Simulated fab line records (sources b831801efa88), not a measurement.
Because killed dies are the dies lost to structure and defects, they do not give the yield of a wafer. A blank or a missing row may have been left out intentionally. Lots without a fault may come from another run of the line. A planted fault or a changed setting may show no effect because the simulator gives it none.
Which tool did it? ; flow gf180mcu ; 17 wafers from 6 lots sampled at 4 of the route's 602 steps

== WHAT EACH GAUGE READ, for each wafer ==
GF_M1_CD_MEAS_14 targets a cd of 230 nm.
lot;measured;on;cdNm (nm)
L784;day 17 22:35;cdSem-02;229.6 230.5 230.5
L789;day 19 17:04;cdSem-02;229.2 230.1 229.9
L794;day 21 09:28;cdSem-01;251.2 251.5 249.5
L796;day 21 23:10;cdSem-01;230.3 230.6 230.2
L799;day 23 04:53;cdSem-02;230.5 231.5 230.4
L805;day 24 14:15;cdSem-02;229.9 230.9

== EACH LOT AND THE TOOL THAT RAN IT (in order: tool; ch and the chambers of the sampled wafers; start) ==
lot;GF_CONTACT_STRIP_18;GF_M1_SPUTTER_04;GF_M1_EXPOSE_11
L784;plasmaAsher-04 ch 0,1, day 16 22:18;pvdSputter-04, day 16 23:28;krfScanner-01 ch 0, day 17 10:51
L789;plasmaAsher-02 ch 0,1, day 18 15:55;pvdSputter-01, day 18 17:08;krfScanner-01 ch 0, day 19 05:11
L794;plasmaAsher-02 ch 0,1, day 20 08:30;pvdSputter-02, day 20 09:40;krfScanner-01 ch 0, day 20 22:00
L796;plasmaAsher-04 ch 0,1, day 20 22:05;pvdSputter-02, day 20 23:13;krfScanner-02 ch 0, day 21 11:25
L799;plasmaAsher-04 ch 0,1, day 22 04:26;pvdSputter-02, day 22 05:34;krfScanner-02 ch 0, day 22 17:08
L805;plasmaAsher-01 ch 1, day 23 15:21;pvdSputter-04, day 23 16:31;krfScanner-02 ch 0, day 24 04:04
- GF_CONTACT_STRIP_18: strips in O2/N2.
- GF_M1_SPUTTER_04: material TiN, target thk 50 nm, time 41.7 s.
- GF_M1_EXPOSE_11: exposes mask Metal1, target cd 230 nm.

== THE ANSWER, worked out from the rows above alone ==
Rule: what is usual is taken from the lots themselves. The widest of any qualifying gaps counts: lots, ordered by their means at a reading, are off when they make up no more than a third of the lots, leave a main group of 4 or more, and stand apart from it by 3 or more times the standard deviation of that group's means. Not used: any main group whose means are identical at the precision the tables above print for the reading. Also off: a lot with no number at a reading for which 4 or more lots have one. The other lots that the step has rows for count as sound.
Off at GF_M1_CD_MEAS_14 (cdNm): L794. The main group has a mean of 230.3 nm with a standard deviation of 0.35.
If a tool, at a process step before that reading, ran all the lots that are off and no sound lot after the first of them, it fits. Gauges at GF_M1_CD_MEAS_14: tried the same way as those tools. Undecided on this evidence; 2 tools fit (plasmaAsher-02 at GF_CONTACT_STRIP_18, krfScanner-01 at GF_M1_EXPOSE_11).

== WHAT THE SIMULATOR HAD INSERTED ==
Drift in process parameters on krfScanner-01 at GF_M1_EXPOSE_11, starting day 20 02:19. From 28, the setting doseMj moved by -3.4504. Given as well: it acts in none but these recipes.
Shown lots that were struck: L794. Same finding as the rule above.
